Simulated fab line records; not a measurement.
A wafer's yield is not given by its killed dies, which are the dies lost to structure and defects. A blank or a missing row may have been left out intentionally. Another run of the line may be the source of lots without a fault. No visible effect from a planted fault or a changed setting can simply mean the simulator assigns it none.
Which of the tools did it? -- flow sfq line -- 14 lots with 42 wafers sampled at 4 steps, on a route of 325 steps

WHAT THE GAUGES READ, wafer by wafer
The record holds no reading of a measuring or inspecting step that can be judged against a usual standard deviation.

WHICH TOOL RAN EACH LOT (tool, then ch and the chambers of the sampled wafers, then the start)
lot,SFQ_TRILAYER_M1_DEP_SPUTTER_037,SFQ_TRILAYER_M1_BARC_OPEN_METAL_ETCH_054,SFQ_TRILAYER_I1_VIA_BARC_OPEN_VIA_ETCH_071,SFQ_TRILAYER_M2_DEP_SPUTTER_055
L553,"pvd sputter-05, day 19 22:50","rie metal-04 ch 0,1, day 26 04:13","rie diel-04 ch 0,1,2, day 26 17:27","pvd sputter-06, day 26 18:26"
L554,"pvd sputter-06, day 20 09:02","rie metal-04 ch 0,1, day 26 11:26","rie diel-04 ch 2,3, day 27 05:30","pvd sputter-06, day 27 06:56"
L555,"pvd sputter-04, day 20 21:10","rie metal-02 ch 0,1, day 26 19:49","rie diel-02 ch 2,3, day 27 12:24","pvd sputter-06, day 27 13:21"
L556,"pvd sputter-06, day 20 23:34","rie metal-01 ch 0,1, day 26 22:15","rie diel-04 ch 0,2,3, day 27 16:00","pvd sputter-06, day 27 17:08"
L557,"pvd sputter-04, day 21 00:46","rie metal-02 ch 0,1, day 27 00:44","rie diel-03 ch 0,1,2, day 27 17:12","pvd sputter-03, day 27 18:09"
L560,"pvd sputter-05, day 21 11:46","rie metal-04 ch 0,1, day 27 12:46","rie diel-02 ch 1,3, day 28 06:42","pvd sputter-03, day 28 07:39"
L561,"pvd sputter-06, day 21 15:27","rie metal-02 ch 0,1, day 27 16:20","rie diel-03 ch 1,2,3, day 28 09:06","pvd sputter-06, day 28 10:03"
L562,"pvd sputter-04, day 21 16:22","rie metal-04 ch 0,1, day 27 19:56","rie diel-04 ch 0,1, day 28 11:30","pvd sputter-03, day 28 12:27"
L563,"pvd sputter-06, day 21 22:32","rie metal-04 ch 0,1, day 28 05:32","rie diel-02 ch 0,2,3, day 29 16:59","pvd sputter-06, day 29 17:56"
L564,"pvd sputter-06, day 23 03:22","rie metal-02 ch 0,1, day 29 10:28","rie diel-04 ch 1,2, day 29 18:11","pvd sputter-03, day 29 19:08"
L567,"pvd sputter-04, day 24 09:17","rie metal-02 ch 0,1, day 30 13:07","rie diel-04 ch 2,3, day 30 20:46","pvd sputter-05, day 30 21:43"
L570,"pvd sputter-04, day 25 20:43","rie metal-04 ch 0, day 31 17:42","rie diel-04 ch 0,2,3, day 32 06:25","pvd sputter-05, day 32 07:22"
L573,"pvd sputter-04, day 26 18:35","rie metal-04 ch 0, day 32 16:30","rie diel-04 ch 0,1,2, day 33 07:07","pvd sputter-03, day 33 08:05"
L575,"pvd sputter-05, day 28 04:06","rie metal-01 ch 0,1, day 33 20:01","rie diel-04 ch 0,2,3, day 34 15:38","pvd sputter-03, day 34 17:22"
- SFQ_TRILAYER_M1_DEP_SPUTTER_037: material Nb, target thk 200 nm, time 133.3 s.
- SFQ_TRILAYER_M1_BARC_OPEN_METAL_ETCH_054: etches BARC in O2, target depth 125 nm, time 41.7 s.
- SFQ_TRILAYER_I1_VIA_BARC_OPEN_VIA_ETCH_071: etches BARC in O2, target depth 125 nm, time 41.7 s.
- SFQ_TRILAYER_M2_DEP_SPUTTER_055: material Nb, target thk 200 nm, time 133.3 s.

AS READ BY THE TOOLS THEMSELVES (means over the sampled wafers that have a number; for cases with no such wafer, the mark the record gives instead)
SFQ_TRILAYER_M1_DEP_SPUTTER_037.
lot,tool,cathode dc power W (W),throttle valve pct (%)
L553,pvd sputter-05,1999.7,30.8
L554,pvd sputter-06,2000.0,30.2
L555,pvd sputter-04,1999.9,30.3
L556,pvd sputter-06,2000.3,30.1
L557,pvd sputter-04,1999.9,30.9
L560,pvd sputter-05,1999.9,30.9
L561,pvd sputter-06,2000.0,30.1
L562,pvd sputter-04,2000.1,30.4
L563,pvd sputter-06,2000.1,30.0
L564,pvd sputter-06,2000.0,30.2
L567,pvd sputter-04,2000.3,30.1
L570,pvd sputter-04,2071.9,30.5
L573,pvd sputter-04,2071.9,29.3
L575,pvd sputter-05,2000.2,31.5

SFQ_TRILAYER_M1_BARC_OPEN_METAL_ETCH_054.
lot,tool,drypump motor current A (A),oes product au (a.u.)
L553,rie metal-04,6.2,0.684
L554,rie metal-04,6.2,0.686
L555,rie metal-02,5.5,0.687
L556,rie metal-01,5.9,0.689
L557,rie metal-02,5.9,0.686
L560,rie metal-04,6.2,0.684
L561,rie metal-02,5.5,0.689
L562,rie metal-04,6.2,0.691
L563,rie metal-04,6.2,0.683
L564,rie metal-02,5.5,0.683
L567,rie metal-02,5.9,0.682
L570,rie metal-04,6.2,0.688
L573,rie metal-04,6.2,0.682
L575,rie metal-01,6.2,0.683

SFQ_TRILAYER_I1_VIA_BARC_OPEN_VIA_ETCH_071.
lot,tool,drypump motor current A (A),oes product au (a.u.)
L553,rie diel-04,5.6,0.686
L554,rie diel-04,6.2,0.693
L555,rie diel-02,5.2,0.683
L556,rie diel-04,6.1,0.683
L557,rie diel-03,5.5,0.687
L560,rie diel-02,6.1,0.682
L561,rie diel-03,5.5,0.679
L562,rie diel-04,5.4,0.685
L563,rie diel-02,5.6,0.679
L564,rie diel-04,5.9,0.687
L567,rie diel-04,6.4,0.680
L570,rie diel-04,6.1,0.687
L573,rie diel-04,5.6,0.690
L575,rie diel-04,6.1,0.685

SFQ_TRILAYER_M2_DEP_SPUTTER_055.
lot,tool,cathode dc power W (W),throttle valve pct (%)
L553,pvd sputter-06,2000.1,30.8
L554,pvd sputter-06,1999.9,30.4
L555,pvd sputter-06,1999.9,30.3
L556,pvd sputter-06,1999.8,30.6
L557,pvd sputter-03,1999.6,30.4
L560,pvd sputter-03,2000.0,31.0
L561,pvd sputter-06,2000.4,29.6
L562,pvd sputter-03,2000.1,31.1
L563,pvd sputter-06,2000.1,30.4
L564,pvd sputter-03,2000.2,31.1
L567,pvd sputter-05,1999.9,30.9
L570,pvd sputter-05,1999.7,30.7
L573,pvd sputter-03,1999.8,30.9
L575,pvd sputter-03,2000.1,30.7

THE ANSWER, worked out from the rows above alone
Rule: what is usual is taken from the lots themselves. Put in order of their means at a reading, lots are off if they are a third of the lots or fewer, leave a main group of 4 or more, and stand apart from it by a gap of 3 or more times the standard deviation of the main group's means; of several such gaps the widest counts. A main group is skipped when, at the precision printed for the reading in the tables above, its means are all equal. A lot without any number at a reading at which 4 lots or more have one is off too. Any other lot the step has rows for is counted as sound. After the gauges, taken in route order, come the tools' own readings; for these a lot's mean is taken, as printed above. The first step at which some lot is off is used, and at that step the reading that is off furthest; a lot without a number counts as furthest.
Off: L570, L573 (SFQ_TRILAYER_M1_DEP_SPUTTER_037, cathode dc power W). Main group: mean 2000.0 W, sd 0.17.
A tool fits if, at that step or a process step before it, it ran every lot that is off, and no sound lot after the first of them. One fits: SFQ_TRILAYER_M1_DEP_SPUTTER_037 on pvd sputter-04. Its last sound lot is L567 (day 24 09:17), its first lot that is off L570 (day 25 20:43): a fault that began between those two fits.
The tool's own readings at SFQ_TRILAYER_M1_DEP_SPUTTER_037 bear it out: on the lots that are off they differ by more than 5 times the standard deviation of the sound lots' means. cathode dc power W reads 2071.9 W there against 2000.0 W on the sound lots.

WHAT HAD BEEN PUT IN BY THE SIMULATOR
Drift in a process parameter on pvd sputter-04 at SFQ_TRILAYER_M1_DEP_SPUTTER_037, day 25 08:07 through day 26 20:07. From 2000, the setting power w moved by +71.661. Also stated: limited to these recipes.
Lots struck among those shown: L570, L573. The rule given above showed the same thing.
